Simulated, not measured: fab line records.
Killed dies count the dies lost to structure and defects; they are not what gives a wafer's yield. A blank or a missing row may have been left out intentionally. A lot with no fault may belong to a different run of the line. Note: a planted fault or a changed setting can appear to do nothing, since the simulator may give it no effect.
fab line records + flow sky130
record:
- lots: 6
- wafers: 18
- lastDay: 49
route steps=708 shown VIA1@475 METAL2@483 PAD_OPEN@708
lots with no fault: from the same line, run without faults
startH: hours from the record's opening day to when the first of the lot's shown wafers began + waitH: time in hours since the lot's previous step + " unchanged from the row above + L1.1+2: one row covering several wafers at once + - value missing, or start not given + * or withheld: withheld + < > ~ a bound
route shown NAME@n: names a module that has steps shown in the file, with the first one's number in the route + usual: mean/standard deviation of fault-free wafers + same: alike in all rows + chamber/n: place in a boat + sites: each site's reading + _std_site: standard deviation of those values + _edge_site: the outer-site mean with the inner-site mean subtracted + radiusMm: how far each site lies from the wafer's centre + mask NAME#n: copy n + behind: the last tool/chamber to shape the wafer + hold: reason for holding the lot/hours on hold/outcome of the hold + device: names the non-switching transistor (n, p or np) + end of line: the tests these same wafers got at the end of their route + for a step that has no rows: nothing shown but its recipe + killed: the dies lost at the first sort to structure and to defects; this is not the yield of the wafer + map: a wafer's dies, x killed, . not, _ none there
set.NAME: the setting the step ran with; set.NAME@STEP: the setting that earlier step ran with + model.NAME: the simulator's own value behind a step, which no gauge read
lots at some steps of the route; a table a step, a row a wafer
services: from which hour (startH, from the record's first day; less than 0 if before it) a tool's chamber was out of use, for how many hours, and why
== steps ==
step: SKY_VIA1_STRIP_17
recipe:
- chemistry: postEtchResidueRemover
- timeS: 1200
- tempC: 72.5
step: SKY_VIA1_CLEAN_18
recipe:
- chemistry: IPA
- timeS: 180
- tempC: 25
step: SKY_VIA1_CLEAN_19
recipe:
- chemistry: O3/DIW
- dry: n2Spin
step: SKY_VIA1_SPUTTER_20
recipe:
- material: TiN
- targetThkNm: 20
- chamberPressurePa: 5
- powerW: 4000
- timeS: 80
step: SKY_VIA1_CVD_21
recipe:
- material: W
- targetThkNm: 270
- timeS: 80.902
- tempC: 400
- pressureTorr: 40
step: SKY_VIA1_RS_MEAS_22
recipe:
- thkMeasGauge: four-point-probe
- reads: W_of_VIA1_CVD_21+TiN_of_VIA1_SPUTTER_20
usual:
- VIA1_W_RS: 0.426/0.0066
| lot.wafer | tool         | chamber | startH | waitH | VIA1_W_RS[ohm/sq] |
|-----------|--------------|---------|--------|-------|-------------------|
| L125.1    | filmMetro-01 | -       | 843.36 | 0.1   | 0.423             |
| L125.4    | "            | -       | "      | "     | 0.422             |
| L125.6    | "            | -       | "      | "     | 0.421             |
| L124.1    | filmMetro-03 | -       | 843.67 | 0.1   | 0.432             |
| L124.2    | "            | -       | "      | "     | 0.436             |
| L124.5    | "            | -       | "      | "     | 0.436             |
| L128.1    | filmMetro-01 | -       | 846.12 | 0.1   | 0.434             |
| L128.3    | "            | -       | "      | "     | 0.436             |
| L128.5    | "            | -       | "      | "     | 0.433             |
| L138.3    | filmMetro-01 | -       | 921.36 | 0.1   | 0.422             |
| L138.5    | "            | -       | "      | "     | 0.433             |
| L138.6    | "            | -       | "      | "     | 0.428             |
| L140.2    | filmMetro-01 | -       | 931.66 | 0.1   | 0.425             |
| L140.3    | "            | -       | "      | "     | 0.426             |
| L140.5    | "            | -       | "      | "     | 0.430             |
| L142.2    | filmMetro-01 | -       | 940.79 | 0.1   | 0.430             |
| L142.4    | "            | -       | "      | "     | 0.415             |
| L142.6    | "            | -       | "      | "     | 0.431             |
step: SKY_VIA1_THK_MEAS_23
recipe:
- thkMeasGauge: xrf
- reads: W_of_VIA1_CVD_21
usual:
- VIA1_W_THK: 265/4.7
| lot.wafer | tool         | chamber | startH | waitH | VIA1_W_THK[nm] |
|-----------|--------------|---------|--------|-------|----------------|
| L125.1    | filmMetro-01 | -       | 843.48 | 0.1   | 268            |
| L125.4    | "            | -       | "      | "     | 271            |
| L125.6    | "            | -       | "      | "     | 270            |
| L124.1    | filmMetro-03 | -       | 843.79 | 0.1   | 255            |
| L124.2    | "            | -       | "      | "     | 254            |
| L124.5    | "            | -       | "      | "     | 252            |
| L128.1    | filmMetro-01 | -       | 846.24 | 0.1   | 261            |
| L128.3    | "            | -       | "      | "     | 259            |
| L128.5    | "            | -       | "      | "     | 262            |
| L138.3    | filmMetro-01 | -       | 921.46 | 0.1   | 267            |
| L138.5    | "            | -       | "      | "     | 260            |
| L138.6    | "            | -       | "      | "     | 264            |
| L140.2    | filmMetro-01 | -       | 931.77 | 0.1   | 266            |
| L140.3    | "            | -       | "      | "     | 267            |
| L140.5    | "            | -       | "      | "     | 264            |
| L142.2    | filmMetro-01 | -       | 940.90 | 0.1   | 264            |
| L142.4    | "            | -       | "      | "     | 273            |
| L142.6    | "            | -       | "      | "     | 264            |
step: SKY_VIA1_CMP_24
recipe:
- stopOn: SiO2
- tOverpolishS: 15
- downForcePsi: 3.5
- platenRpm: 60
- targetThkNm: 0
- padVelocityMS: 0.94248
usual:
- motorCurrentA: 11.7/1.4
- overpolishRunS: 15.001/0.0093
- timeToEndpointS: 65/3.2
| lot.wafer | tool   | chamber | startH | waitH | motorCurrentA | overpolishRunS | timeToEndpointS |
|-----------|--------|---------|--------|-------|---------------|----------------|-----------------|
| L125.4    | cmp-01 | 1       | 843.54 | 0.0   | 13.0          | 15.011         | 65              |
| L125.1    | "      | 2       | "      | "     | 12.3          | 15.005         | 68              |
| L125.6    | "      | 2       | "      | "     | 13.3          | 15.004         | 70              |
| L124.2    | cmp-02 | 2       | 843.85 | 0.0   | 11.0          | 15.003         | 67              |
| L124.1    | "      | 3       | "      | "     | 10.2          | 14.994         | 67              |
| L124.5    | "      | 3       | "      | "     | 10.1          | 14.989         | 69              |
| L128.1    | cmp-02 | 3       | 846.40 | 0.1   | 10.2          | 14.985         | 64              |
| L128.3    | "      | 0       | "      | "     | 9.7           | 15.005         | 62              |
| L128.5    | "      | 2       | "      | "     | 11.0          | 14.982         | 65              |
| L138.3    | cmp-01 | 3       | 921.65 | 0.2   | 13.8          | 15.004         | 67              |
| L138.5    | "      | 0       | "      | "     | 10.9          | 14.987         | 66              |
| L138.6    | "      | 1       | "      | "     | 13.8          | 14.998         | 66              |
| L140.3    | cmp-02 | 1       | 931.82 | 0.0   | 11.5          | 14.984         | 62              |
| L140.2    | "      | 2       | "      | "     | 10.5          | 14.992         | 65              |
| L140.5    | "      | 1       | "      | "     | 11.3          | 15.011         | 65              |
| L142.2    | cmp-01 | 2       | 940.95 | 0.0   | 12.3          | 15.013         | 65              |
| L142.4    | "      | 0       | "      | "     | 9.9           | 15.007         | 62              |
| L142.6    | "      | 3       | "      | "     | 13.1          | 14.985         | 59              |
step: SKY_METAL2_SPUTTER_00
recipe:
- material: Ti
- targetThkNm: 15
- powerW: 3000
- timeS: 10
- chamberPressurePa: 0.4
usual:
- cathodeDcPowerW: 3000.0/0.54
- throttleValvePct: 30.1/0.92
| lot.wafer | tool          | chamber | startH | waitH | cathodeDcPowerW | throttleValvePct |
|-----------|---------------|---------|--------|-------|-----------------|------------------|
| L125.1    | pvdSputter-04 | -       | 843.84 | 0.2   | 2999.8          | 29.6             |
| L125.4    | "             | -       | "      | "     | 2999.9          | 30.3             |
| L125.6    | "             | -       | "      | "     | 2999.2          | 30.5             |
| L124.1    | pvdSputter-01 | -       | 844.15 | 0.2   | 3000.4          | 30.2             |
| L124.2    | "             | -       | "      | "     | 2999.8          | 29.5             |
| L124.5    | "             | -       | "      | "     | 2999.5          | 28.0             |
| L128.1    | pvdSputter-02 | -       | 846.60 | 0.1   | 3000.3          | 31.2             |
| L128.3    | "             | -       | "      | "     | 3000.7          | 29.9             |
| L128.5    | "             | -       | "      | "     | 3000.1          | 28.9             |
| L138.3    | pvdSputter-04 | -       | 921.80 | 0.1   | 2999.3          | 30.2             |
| L138.5    | "             | -       | "      | "     | 3000.0          | 30.4             |
| L138.6    | "             | -       | "      | "     | 3000.0          | 31.2             |
| L140.2    | pvdSputter-01 | -       | 932.12 | 0.2   | 2999.9          | 30.3             |
| L140.3    | "             | -       | "      | "     | 3000.4          | 28.4             |
| L140.5    | "             | -       | "      | "     | 2999.4          | 29.4             |
| L142.2    | pvdSputter-01 | -       | 941.25 | 0.2   | 3000.0          | 30.2             |
| L142.4    | "             | -       | "      | "     | 2999.6          | 29.8             |
| L142.6    | "             | -       | "      | "     | 3000.3          | 30.3             |
step: SKY_METAL2_SPUTTER_01
recipe:
- material: TiN
- targetThkNm: 20
- powerW: 6500
- timeS: 16.7
- chamberPressurePa: 0.4
step: SKY_METAL2_SPUTTER_02
recipe:
- material: AlCu
- targetThkNm: 250
- powerW: 10600
- timeS: 13.3
- chamberPressurePa: 0.4
step: SKY_METAL2_SPUTTER_03
recipe:
- material: Ti
- targetThkNm: 5
- powerW: 3000
- timeS: 3.3
- chamberPressurePa: 0.4
usual:
- cathodeDcPowerW: 3000.0/0.52
- throttleValvePct: 30.1/0.95
| lot.wafer | tool          | chamber | startH | waitH | cathodeDcPowerW | throttleValvePct |
|-----------|---------------|---------|--------|-------|-----------------|------------------|
| L125.1    | pvdSputter-04 | -       | 843.92 | 0.0   | 3000.2          | 30.1             |
| L125.4    | "             | -       | "      | "     | 3000.2          | 30.3             |
| L125.6    | "             | -       | "      | "     | 2999.9          | 30.5             |
| L124.1    | pvdSputter-01 | -       | 844.22 | 0.0   | 3000.2          | 30.6             |
| L124.2    | "             | -       | "      | "     | 2999.3          | 29.6             |
| L124.5    | "             | -       | "      | "     | 2999.9          | 27.8             |
| L128.1    | pvdSputter-02 | -       | 846.67 | 0.0   | 3000.6          | 31.2             |
| L128.3    | "             | -       | "      | "     | 3000.3          | 29.7             |
| L128.5    | "             | -       | "      | "     | 3000.1          | 28.8             |
| L138.3    | pvdSputter-04 | -       | 921.87 | 0.0   | 2999.9          | 29.9             |
| L138.5    | "             | -       | "      | "     | 2999.4          | 30.5             |
| L138.6    | "             | -       | "      | "     | 2999.7          | 31.4             |
| L140.2    | pvdSputter-01 | -       | 932.19 | 0.0   | 2999.7          | 30.4             |
| L140.3    | "             | -       | "      | "     | 3000.8          | 27.9             |
| L140.5    | "             | -       | "      | "     | 3000.2          | 29.4             |
| L142.2    | pvdSputter-01 | -       | 941.33 | 0.0   | 2999.6          | 30.2             |
| L142.4    | "             | -       | "      | "     | 3000.7          | 29.7             |
| L142.6    | "             | -       | "      | "     | 2999.1          | 30.4             |
step: SKY_METAL2_SPUTTER_04
recipe:
- material: TiN
- targetThkNm: 70
- powerW: 6500
- timeS: 58.3
- chamberPressurePa: 0.4
usual:
- cathodeDcPowerW: 6499.9/1.4
- throttleValvePct: 30.1/0.93
| lot.wafer | tool          | chamber | startH | waitH | cathodeDcPowerW | throttleValvePct | model.TiN_of_METAL2_SPUTTER_04.thkNm |
|-----------|---------------|---------|--------|-------|-----------------|------------------|--------------------------------------|
| L125.1    | pvdSputter-04 | -       | 843.93 | 0.0   | 6501.5          | 29.8             | 67.81                                |
| L125.4    | "             | -       | "      | "     | 6501.6          | 30.5             | 68.38                                |
| L125.6    | "             | -       | "      | "     | 6500.5          | 30.3             | 67.94                                |
| L124.1    | pvdSputter-01 | -       | 844.24 | 0.0   | 6498.5          | 30.4             | 70.3                                 |
| L124.2    | "             | -       | "      | "     | 6500.9          | 29.6             | 69.25                                |
| L124.5    | "             | -       | "      | "     | 6502.7          | 27.8             | 69.52                                |
| L128.1    | pvdSputter-02 | -       | 846.69 | 0.0   | 6499.4          | 31.1             | 69.51                                |
| L128.3    | "             | -       | "      | "     | 6499.9          | 29.6             | 68.78                                |
| L128.5    | "             | -       | "      | "     | 6498.6          | 28.9             | 68.52                                |
| L138.3    | pvdSputter-04 | -       | 921.89 | 0.0   | 6501.5          | 29.7             | 70.28                                |
| L138.5    | "             | -       | "      | "     | 6499.5          | 30.4             | 69.66                                |
| L138.6    | "             | -       | "      | "     | 6501.4          | 31.6             | 70.57                                |
| L140.2    | pvdSputter-01 | -       | 932.21 | 0.0   | 6498.6          | 30.7             | 70.05                                |
| L140.3    | "             | -       | "      | "     | 6501.8          | 28.0             | 70.44                                |
| L140.5    | "             | -       | "      | "     | 6502.3          | 29.4             | 79.21                                |
| L142.2    | pvdSputter-01 | -       | 941.34 | 0.0   | 6501.6          | 30.6             | 71.3                                 |
| L142.4    | "             | -       | "      | "     | 6498.6          | 29.7             | 78.65                                |
| L142.6    | "             | -       | "      | "     | 6500.9          | 30.3             | 70.95                                |
step: SKY_METAL2_RS_MEAS_05
recipe:
- thkMeasGauge: four-point-probe
- reads: TiN_of_METAL2_SPUTTER_04+Ti_of_METAL2_SPUTTER_03+AlCu_of_METAL2_SPUTTER_02+TiN_of_METAL2_SPUTTER_01+Ti_of_METAL2_SPUTTER_00
usual:
- METAL2_ALCU_RS: 0.1264/0.0013
| lot.wafer | tool         | chamber | startH | waitH | METAL2_ALCU_RS[ohm/sq] |
|-----------|--------------|---------|--------|-------|------------------------|
| L125.1    | filmMetro-04 | -       | 843.98 | 0.0   | 0.1300                 |
| L125.4    | "            | -       | "      | "     | 0.1278                 |
| L125.6    | "            | -       | "      | "     | 0.1288                 |
| L124.1    | filmMetro-03 | -       | 844.29 | 0.0   | 0.1249                 |
| L124.2    | "            | -       | "      | "     | 0.1250                 |
| L124.5    | "            | -       | "      | "     | 0.1251                 |
| L128.1    | filmMetro-03 | -       | 846.74 | 0.0   | 0.1257                 |
| L128.3    | "            | -       | "      | "     | 0.1271                 |
| L128.5    | "            | -       | "      | "     | 0.1278                 |
| L138.3    | filmMetro-04 | -       | 921.98 | 0.1   | 0.1267                 |
| L138.5    | "            | -       | "      | "     | 0.1263                 |
| L138.6    | "            | -       | "      | "     | 0.1266                 |
| L140.2    | filmMetro-04 | -       | 932.28 | 0.0   | 0.1221                 |
| L140.3    | "            | -       | "      | "     | 0.1258                 |
| L140.5    | "            | -       | "      | "     | 0.1240                 |
| L142.2    | filmMetro-02 | -       | 941.41 | 0.0   | 0.1273                 |
| L142.4    | "            | -       | "      | "     | 0.1280                 |
| L142.6    | "            | -       | "      | "     | 0.1267                 |
step: SKY_METAL2_THK_MEAS_06
recipe:
- thkMeasGauge: xrf
- reads: AlCu_of_METAL2_SPUTTER_02
usual:
- METAL2_ALCU_THK: 247.6/2.6
| lot.wafer | tool         | chamber | startH | waitH | METAL2_ALCU_THK[nm] |
|-----------|--------------|---------|--------|-------|---------------------|
| L125.1    | filmMetro-04 | -       | 844.10 | 0.1   | 241.5               |
| L125.4    | "            | -       | "      | "     | 246.0               |
| L125.6    | "            | -       | "      | "     | 245.0               |
| L124.1    | filmMetro-03 | -       | 844.41 | 0.1   | 247.2               |
| L124.2    | "            | -       | "      | "     | 248.5               |
| L124.5    | "            | -       | "      | "     | 247.6               |
| L128.1    | filmMetro-03 | -       | 846.86 | 0.1   | 248.4               |
| L128.3    | "            | -       | "      | "     | 246.1               |
| L128.5    | "            | -       | "      | "     | 244.8               |
| L138.3    | filmMetro-04 | -       | 922.08 | 0.1   | 248.8               |
| L138.5    | "            | -       | "      | "     | 249.6               |
| L138.6    | "            | -       | "      | "     | 248.5               |
| L140.2    | filmMetro-04 | -       | 932.39 | 0.1   | 258.6               |
| L140.3    | "            | -       | "      | "     | 250.7               |
| L140.5    | "            | -       | "      | "     | 248.4               |
| L142.2    | filmMetro-02 | -       | 941.52 | 0.1   | 245.6               |
| L142.4    | "            | -       | "      | "     | 240.4               |
| L142.6    | "            | -       | "      | "     | 247.3               |
step: SKY_METAL2_DEHYDRATE_07
recipe:
- tempC: 200
- timeS: 60
step: SKY_METAL2_HMDS_08
recipe:
- primeTimeS: 60
- primeTempC: 120
step: SKY_METAL2_COAT_09
recipe:
- resist: BARC
- tempC: withheld
- timeS: withheld
- spinRpm: 3000
- resistThkNm: 60
step: SKY_METAL2_COAT_10
recipe:
- resist: KrF-thick
- spinRpm: 3000
- resistThkNm: 450
step: SKY_METAL2_SOFTBAKE_11
recipe:
- tempC: 100
- timeS: 90
- resist: KrF-thick
step: SKY_METAL2_EXPOSE_12
recipe:
- maskId: MM2
- na: 0.8
- sourceShape: annular
- sigmaInner: 0.55
- sigmaOuter: 0.85
- targetCdNm: 140
- doseMj: 28
step: SKY_METAL2_PEB_13
recipe:
- pebTempC: withheld
- pebTimeS: withheld
- resist: KrF-thick
step: SKY_METAL2_DEVELOP_14
recipe:
- developTimeS: 60
- resist: KrF-thick
- devTempC: 21
step: SKY_METAL2_CD_MEAS_15
recipe:
- targetCdNm: 140
usual:
- cdNm: 139.8/1.6
| lot.wafer | tool     | chamber | startH | waitH | cdNm  |
|-----------|----------|---------|--------|-------|-------|
| L125.1    | cdSem-01 | -       | 869.90 | -     | 140.7 |
| L125.4    | "        | -       | "      | "     | 141.1 |
| L125.6    | "        | -       | "      | "     | 139.5 |
| L124.1    | cdSem-02 | -       | 870.55 | -     | 139.5 |
| L124.2    | "        | -       | "      | "     | 139.5 |
| L124.5    | "        | -       | "      | "     | 139.8 |
| L128.1    | cdSem-02 | -       | 872.88 | -     | 139.1 |
| L128.3    | "        | -       | "      | "     | 137.9 |
| L128.5    | "        | -       | "      | "     | 139.9 |
| L138.3    | cdSem-01 | -       | 945.97 | -     | 139.1 |
| L138.5    | "        | -       | "      | "     | 138.5 |
| L138.6    | "        | -       | "      | "     | 138.8 |
| L140.2    | cdSem-01 | -       | 957.32 | -     | 140.0 |
| L140.3    | "        | -       | "      | "     | 141.8 |
| L140.5    | "        | -       | "      | "     | 141.2 |
| L142.2    | cdSem-01 | -       | 966.55 | -     | 140.9 |
| L142.4    | "        | -       | "      | "     | 140.8 |
| L142.6    | "        | -       | "      | "     | 139.4 |
step: SKY_METAL2_OVL_MEAS_16
usual:
- METAL2_OVL: 5/4.7
| lot.wafer | tool       | chamber | startH | waitH | METAL2_OVL[nm] |
|-----------|------------|---------|--------|-------|----------------|
| L125.1    | overlay-02 | -       | 870.02 | 0.1   | 1              |
| L125.4    | "          | -       | "      | "     | 0              |
| L125.6    | "          | -       | "      | "     | 5              |
| L124.1    | overlay-02 | -       | 870.67 | 0.1   | -2             |
| L124.2    | "          | -       | "      | "     | 2              |
| L124.5    | "          | -       | "      | "     | -3             |
| L128.1    | overlay-01 | -       | 873.00 | 0.1   | 13             |
| L128.3    | "          | -       | "      | "     | 5              |
| L128.5    | "          | -       | "      | "     | 7              |
| L138.3    | overlay-01 | -       | 946.07 | 0.1   | 14             |
| L138.5    | "          | -       | "      | "     | 3              |
| L138.6    | "          | -       | "      | "     | 9              |
| L140.2    | overlay-02 | -       | 957.43 | 0.1   | -6             |
| L140.3    | "          | -       | "      | "     | 5              |
| L140.5    | "          | -       | "      | "     | -3             |
| L142.2    | overlay-01 | -       | 966.66 | 0.1   | 4              |
| L142.4    | "          | -       | "      | "     | 4              |
| L142.6    | "          | -       | "      | "     | 11             |
step: SKY_METAL2_DESCUM_17
recipe:
- chemistry: O2
- sourcePowerW: 150
- biasPowerW: 0
- pressureMtorr: 10
- tempC: 40
- timeS: 8
step: SKY_METAL2_ETCH_18
recipe:
- chemistry: N2/H2
- target: BARC
- ionEnergyEv: 200
- biasW: 100
- pressureMtorr: 30
- n2FlowSccm: 100
- h2FlowSccm: 200
- icpW: 500
- stopOn: SiO2
- timeS: 45.9
- targetDepthA: 600
usual:
- drypumpMotorCurrentA: 5.9/0.37
- heBacksideLeakSccm: 3.3/0.39
- oesProductAu: 0.856/0.0044
- throttleValvePct: 13.226/0.0088
| lot.wafer | tool        | chamber | startH | waitH | drypumpMotorCurrentA | heBacksideLeakSccm | oesProductAu | rfHoursCounterH | throttleValvePct |
|-----------|-------------|---------|--------|-------|----------------------|--------------------|--------------|-----------------|------------------|
| L125.1    | rieMetal-04 | 0       | 870.10 | 0.0   | 5.7                  | 3.2                | 0.861        | 7               | 13.233           |
| L125.4    | "           | 1       | "      | "     | 5.9                  | 3.4                | 0.858        | -               | 13.220           |
| L125.6    | "           | 1       | "      | "     | 5.9                  | 3.3                | 0.858        | -               | 13.224           |
| L124.1    | rieMetal-03 | 1       | 870.77 | 0.1   | 6.6                  | 3.1                | 0.851        | 8               | 13.237           |
| L124.2    | "           | 1       | "      | "     | 6.6                  | 3.1                | 0.856        | -               | 13.230           |
| L124.5    | "           | 1       | "      | "     | 6.6                  | 3.1                | 0.854        | -               | 13.220           |
| L128.1    | rieMetal-04 | 1       | 873.08 | 0.0   | 5.9                  | 3.5                | 0.858        | 17              | 13.226           |
| L128.3    | "           | 1       | "      | "     | 5.9                  | 3.3                | 0.852        | -               | 13.230           |
| L128.5    | "           | 0       | "      | "     | 5.8                  | 3.2                | 0.851        | -               | 13.232           |
| L138.3    | rieMetal-04 | 1       | 946.14 | 0.0   | 5.9                  | 3.3                | 0.852        | -               | 13.232           |
| L138.5    | "           | 1       | "      | "     | 5.9                  | 3.5                | 0.852        | -               | 13.214           |
| L138.6    | "           | 0       | "      | "     | 5.7                  | 3.2                | 0.863        | -               | 13.222           |
| L140.2    | rieMetal-02 | 1       | 957.49 | 0.0   | 5.7                  | 3.4                | 0.856        | 7               | 13.243           |
| L140.3    | "           | 1       | "      | "     | 5.7                  | 3.5                | 0.856        | -               | 13.232           |
| L140.5    | "           | 1       | "      | "     | 5.7                  | 6.4                | 0.853        | -               | 13.215           |
| L142.2    | rieMetal-03 | 0       | 966.72 | 0.0   | 5.7                  | 3.4                | 0.853        | 5               | 13.224           |
| L142.4    | "           | 1       | "      | "     | 6.6                  | 3.3                | 0.849        | -               | 13.228           |
| L142.6    | "           | 1       | "      | "     | 6.6                  | 3.1                | 0.854        | -               | 13.239           |
step: SKY_METAL2_METAL_ETCH_19
recipe:
- targetDepthA: 3600
- stopOn: SiO2
- overEtchFrac: 0.3
- timeS: 78
- chemistry: Cl2/BCl3
- resistSidewallDeg: 88
- pressureMtorr: 10
- icpW: 900
- biasW: 48.5
- Cl2_flow_sccm: 60
- bcl3FlowSccm: 30
usual:
- drypumpMotorCurrentA: 5.9/0.37
- heBacksideLeakSccm: 3.27/0.16
- oesProductAu: 0.856/0.006
- throttleValvePct: 22.264/0.0095
same:
- overEtchFrac: 0.3
| lot.wafer | tool        | chamber | startH | waitH | drypumpMotorCurrentA | heBacksideLeakSccm | oesProductAu | rfHoursCounterH | throttleValvePct |
|-----------|-------------|---------|--------|-------|----------------------|--------------------|--------------|-----------------|------------------|
| L125.1    | rieMetal-04 | 0       | 870.18 | 0.1   | 5.7                  | 2.98               | 0.842        | 7               | 22.267           |
| L125.4    | "           | 1       | "      | "     | 5.8                  | 3.55               | 0.849        | -               | 22.251           |
| L125.6    | "           | 1       | "      | "     | 5.8                  | 3.38               | 0.849        | -               | 22.275           |
| L124.1    | rieMetal-03 | 1       | 870.90 | 0.1   | 6.6                  | 3.18               | 0.864        | 8               | 22.268           |
| L124.2    | "           | 1       | "      | "     | 6.6                  | 3.01               | 0.861        | -               | 22.261           |
| L124.5    | "           | 1       | "      | "     | 6.6                  | 3.08               | 0.850        | -               | 22.263           |
| L128.1    | rieMetal-04 | 1       | 873.17 | 0.1   | 5.8                  | 3.30               | 0.858        | 17              | 22.253           |
| L128.3    | "           | 1       | "      | "     | 5.9                  | 3.32               | 0.855        | -               | 22.263           |
| L128.5    | "           | 0       | "      | "     | 5.8                  | 3.03               | 0.838        | -               | 22.249           |
| L138.3    | rieMetal-04 | 1       | 946.21 | 0.1   | 5.9                  | 3.37               | 0.847        | -               | 22.250           |
| L138.5    | "           | 1       | "      | "     | 5.9                  | 3.16               | 0.842        | -               | 22.267           |
| L138.6    | "           | 0       | "      | "     | 5.8                  | 3.08               | 0.854        | -               | 22.263           |
| L140.2    | rieMetal-02 | 1       | 957.55 | 0.0   | 5.7                  | 3.29               | 0.848        | 7               | 22.261           |
| L140.3    | "           | 1       | "      | "     | 5.7                  | 3.07               | 0.859        | -               | 22.249           |
| L140.5    | "           | 1       | "      | "     | 5.7                  | 3.30               | 0.850        | -               | 22.270           |
| L142.2    | rieMetal-03 | 0       | 966.78 | 0.0   | 5.7                  | 3.31               | 0.849        | 5               | 22.257           |
| L142.4    | "           | 1       | "      | "     | 6.6                  | 3.14               | 0.864        | -               | 22.257           |
| L142.6    | "           | 1       | "      | "     | 6.6                  | 3.06               | 0.865        | -               | 22.263           |
step: SKY_METAL2_STRIP_20
recipe:
- chemistry: O2/N2
- powerW: 1400
- pressureMtorr: 1500
- platenTempC: withheld
- o2FlowSccm: 3000
- n2FlowSccm: 300
- overashFraction: 0.5
step: SKY_METAL2_STRIP_21
recipe:
- chemistry: postEtchResidueRemover
- timeS: 1200
- tempC: 72.5
usual:
- bathHeatDutyPct: 14.6/1.6
| lot.wafer | tool        | chamber | startH | waitH | bathHeatDutyPct | model.TiN_of_METAL2_SPUTTER_04.thkNm |
|-----------|-------------|---------|--------|-------|-----------------|--------------------------------------|
| L125.1    | wetBench-04 | 3       | 870.40 | 0.1   | 15.2            | 67.38                                |
| L125.4    | "           | 3       | "      | "     | 12.7            | 67.95                                |
| L125.6    | "           | 3       | "      | "     | 15.6            | 67.51                                |
| L124.1    | wetBench-04 | 0       | 871.18 | 0.1   | 13.2            | 69.89                                |
| L124.2    | "           | 0       | "      | "     | 13.8            | 68.83                                |
| L124.5    | "           | 0       | "      | "     | 16.3            | 69.11                                |
| L128.1    | wetBench-03 | 1       | 873.39 | 0.1   | 15.4            | 69.09                                |
| L128.3    | "           | 1       | "      | "     | 15.2            | 68.37                                |
| L128.5    | "           | 1       | "      | "     | 14.2            | 68.11                                |
| L138.3    | wetBench-02 | 1       | 946.37 | 0.0   | 12.7            | 69.87                                |
| L138.5    | "           | 1       | "      | "     | 12.6            | 69.24                                |
| L138.6    | "           | 1       | "      | "     | 13.1            | 70.15                                |
| L140.2    | wetBench-04 | 1       | 957.74 | 0.1   | 14.4            | 69.63                                |
| L140.3    | "           | 1       | "      | "     | 15.3            | 70.01                                |
| L140.5    | "           | 1       | "      | "     | 15.1            | 78.79                                |
| L142.2    | wetBench-04 | 0       | 966.97 | 0.1   | 14.7            | 70.88                                |
| L142.4    | "           | 0       | "      | "     | 15.1            | 78.23                                |
| L142.6    | "           | 0       | "      | "     | 15.4            | 70.53                                |
step: SKY_METAL2_CLEAN_22
recipe:
- chemistry: IPA
- timeS: 180
- tempC: 25
step: SKY_PAD_OPEN_PROBE_99
usual:
- defectLimitedYield: 82.6/1.8
- killed_at_M0_to_M3: 43/7
- killed_at_M4_up: 3.4/1.9
- killedAtContacts: 24/5.4
- killedAtFrontEnd: 15/4.4
- killedAtOther: 0.4/0.63
- killedDies: 86/9.1
- killedOpen: 46/6.6
- killedShort: 39/6.6
- sort_bin_3_pad_short: 0.9/0.46
- sort_bin_5_function: 10.3/1.4
- sort_bin_6_memory: 6.2/1.1
- sortNPass: 406/9.1
- sortYieldPct: 82.6/1.8
same:
- grossDies: 492
- killedAtBackSide: 0
- sort_bin_4_leakage[%]: 0
- sort_bin_8_speed[%]: 0
| lot.wafer | tool      | chamber | startH  | waitH | defectLimitedYield[%] | killed_at_M0_to_M3 | killed_at_M4_up | killedAtContacts | killedAtFrontEnd | killedAtOther | killedDies | killedOpen | killedShort | sort_bin_3_pad_short[%] | sort_bin_5_function[%] | sort_bin_6_memory[%] | sortNPass | sortYieldPct[%] |
|-----------|-----------|---------|---------|-------|-----------------------|--------------------|-----------------|------------------|------------------|---------------|------------|------------|-------------|-------------------------|------------------------|----------------------|-----------|-----------------|
| L142.4    | prober-02 | -       | 1185.16 | 0.2   | 81.7                  | 48                 | 4               | 25               | 13               | 0             | 90         | 53         | 37          | 1.2                     | 11.6                   | 5.5                  | 402       | 81.7            |
killed by level:class
L142.4 VIA2:geometricParticle:open=12 CONTACT:geometricParticle:open=10 VIA1:geometricParticle:open=7 METAL2:geometricParticle:short=6 VIA3:geometricParticle:open=6 METAL1:geometricParticle:short=5 FIELD_ISO:geometricParticle:open=4 LI_CONTACT:geometricParticle:open=4
== services ==
| tool          | chamber | startH | hours | kind                          |
|---------------|---------|--------|-------|-------------------------------|
| rieMetal-02   | -       | 823.72 | 2.8   | pm                            |
| cmp-01        | -       | 834.26 | 2.6   | repair                        |
| pvdSputter-02 | -       | 850.08 | 5.0   | repair                        |
| rieMetal-03   | 0       | 864.41 | -     | clean                         |
| rieMetal-03   | 0       | 864.41 | 17.3  | scheduledDown                 |
| rieMetal-03   | 0       | 864.41 | 17.3  | ventCycle                     |
| cmp-02        | -       | 868.94 | 3.0   | repair                        |
| cmp-02        | -       | 888.41 | 8.2   | pm                            |
| rieMetal-04   | 1       | 892.46 | -     | clean                         |
| rieMetal-04   | 1       | 892.46 | 19.4  | scheduledDown                 |
| rieMetal-04   | 1       | 892.46 | 19.4  | ventCycle                     |
| cmp-01        | -       | 893.89 | 1.3   | repair                        |
| pvdSputter-01 | -       | 911.04 | 14.2  | repair                        |
| cmp-02        | -       | 919.52 | 4.0   | pm                            |
| cmp-02        | -       | 923.52 | -     | consumableReplace:conditioner |
| cmp-02        | -       | 923.52 | -     | consumableReplace:pad         |
== key ==
firstSign none at tools or gauges
modelEffect:
- step: SKY_METAL2_SPUTTER_04
- value: TiN_of_METAL2_SPUTTER_04.thkNm
- without: 70.37
- struck: 78.93
modelEffect:
- step: SKY_METAL2_STRIP_21
- value: TiN_of_METAL2_SPUTTER_04.thkNm
- without: 69.95
- struck: 78.51
metAt SKY_METAL2_SPUTTER_04
struckWafers L140.5,L142.4
onsetBetween 844.24 932.21
fault:
- kind: processParameterDrift
- tool: pvdSputter-01
- chamber: -
- onsetH: 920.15
- steps: SKY_METAL2_SPUTTER_04
- channel: timeS
- offset: *
- shape: step
- endH: 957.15
- scope: struckWafersOnly
- actsIn: *
- stated: *
